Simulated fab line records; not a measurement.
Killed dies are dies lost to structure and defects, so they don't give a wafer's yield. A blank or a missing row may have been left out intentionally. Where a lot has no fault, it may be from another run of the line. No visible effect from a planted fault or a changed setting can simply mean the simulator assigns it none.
What tool caused it? + flow sky130 + Sampling: 15 lots, 45 wafers, 2 of 708 route steps

== WHAT EACH GAUGE READ, for each wafer ==
SKY_POLY_GATE_THK_MEAS_01.
| lot  | measured     | on            | POLY_GATE_CVD_00_THK (nm) |
|------|--------------|---------------|---------------------------|
| L520 | day 14 02:28 | film_metro-01 | 179.5 178.5 180.4         |
| L521 | day 14 19:36 | film_metro-01 | 175.2 175.2 175.9         |
| L522 | day 14 19:35 | film_metro-04 | 178.1 179.3 177.4         |
| L523 | day 15 03:29 | film_metro-01 | 177.8 178.6 177.0         |
| L524 | day 15 08:48 | film_metro-02 | 181.0 179.8 178.8         |
| L528 | day 16 16:50 | film_metro-01 | 178.4 179.4 179.3         |
| L529 | day 17 04:34 | film_metro-04 | 182.1 181.9 181.4         |
| L530 | day 17 11:35 | film_metro-01 | 182.9 181.6 180.2         |
| L536 | day 20 02:08 | film_metro-02 | 180.7 180.0 179.0         |
| L537 | day 20 03:52 | film_metro-01 | 179.8 179.7 180.5         |
| L538 | day 20 11:38 | film_metro-01 | 181.6 180.6 178.7         |
| L540 | day 21 03:29 | film_metro-02 | 180.3 178.2 179.5         |
| L541 | day 21 14:23 | film_metro-02 | 178.7 178.8 178.8         |
| L542 | day 21 18:20 | film_metro-04 | 180.1 182.2 180.1         |
| L543 | day 22 02:59 | film_metro-02 | 182.8 182.3 181.0         |

== TOOL THAT RAN EACH LOT (tool first, then ch and the chambers of the sampled wafers, then the start) ==
| lot  | SKY_GATE_OXIDE_STRIP_13              |
|------|--------------------------------------|
| L520 | plasma_asher-02 ch 0,1, day 13 21:25 |
| L521 | plasma_asher-02 ch 0,1, day 14 15:50 |
| L522 | plasma_asher-01 ch 0,1, day 14 16:20 |
| L523 | plasma_asher-03 ch 0,1, day 15 00:32 |
| L524 | plasma_asher-03 ch 0,1, day 15 05:16 |
| L528 | plasma_asher-01 ch 0,1, day 16 13:49 |
| L529 | plasma_asher-03 ch 0,1, day 17 00:56 |
| L530 | plasma_asher-03 ch 0,1, day 17 06:35 |
| L536 | plasma_asher-03 ch 0,1, day 19 23:10 |
| L537 | plasma_asher-02 ch 0,1, day 20 00:55 |
| L538 | plasma_asher-01 ch 0,1, day 20 08:41 |
| L540 | plasma_asher-01 ch 0,1, day 21 00:32 |
| L541 | plasma_asher-01 ch 0,1, day 21 11:26 |
| L542 | plasma_asher-02 ch 0,1, day 21 15:23 |
| L543 | plasma_asher-01 ch 0,1, day 22 00:02 |
- SKY_GATE_OXIDE_STRIP_13: strips in O2/N2.

== AS READ BY THE TOOLS THEMSELVES (means over the sampled wafers that have a number; for cases with no such wafer, the mark the record gives instead) ==
SKY_GATE_OXIDE_STRIP_13.
| lot  | tool            | drypump_motor_current_A (A) | oes_product_au (a.u.) | strip_time_to_endpoint_s (s) |
|------|-----------------|-----------------------------|-----------------------|------------------------------|
| L520 | plasma_asher-02 | 6.0                         | 0.719                 | 14.13                        |
| L521 | plasma_asher-02 | 5.4                         | 0.713                 | 14.17                        |
| L522 | plasma_asher-01 | 5.8                         | 0.719                 | 14.14                        |
| L523 | plasma_asher-03 | 6.2                         | 0.713                 | 14.20                        |
| L524 | plasma_asher-03 | 6.2                         | 0.713                 | 14.14                        |
| L528 | plasma_asher-01 | 5.8                         | 0.717                 | 14.15                        |
| L529 | plasma_asher-03 | 6.2                         | 0.719                 | 14.15                        |
| L530 | plasma_asher-03 | 6.2                         | 0.714                 | 14.17                        |
| L536 | plasma_asher-03 | 6.2                         | 0.713                 | 14.20                        |
| L537 | plasma_asher-02 | 6.0                         | 0.712                 | 14.22                        |
| L538 | plasma_asher-01 | 5.8                         | 0.715                 | 14.18                        |
| L540 | plasma_asher-01 | 5.8                         | 0.719                 | 14.18                        |
| L541 | plasma_asher-01 | 5.8                         | 0.710                 | 14.23                        |
| L542 | plasma_asher-02 | 5.5                         | 0.714                 | 14.15                        |
| L543 | plasma_asher-01 | 5.8                         | 0.714                 | 14.18                        |

== THE ANSWER, worked out from the rows above alone ==
Rule: the lots themselves supply what counts as usual. The widest of any qualifying gaps counts: lots, ordered by their means at a reading, are off when they make up no more than a third of the lots, leave a main group of 4 or more, and stand apart from it by 3 or more times the standard deviation of that group's means. A main group whose means are all the same, to the digits that the tables above print for the reading, isn't used. A lot without any number at a reading at which 4 lots or more have one is off too. Any other lot the step has rows for is counted as sound. The gauges are gone through in route order, then the tools' own readings, and for those a lot's mean is taken as printed above. At the first step where some lot is off, the reading lying furthest off is the one used; lots without a number count as furthest.
No lot is off at any reading shown: from this, nothing can be told.

== WHAT THE SIMULATOR HAD PUT IN ==
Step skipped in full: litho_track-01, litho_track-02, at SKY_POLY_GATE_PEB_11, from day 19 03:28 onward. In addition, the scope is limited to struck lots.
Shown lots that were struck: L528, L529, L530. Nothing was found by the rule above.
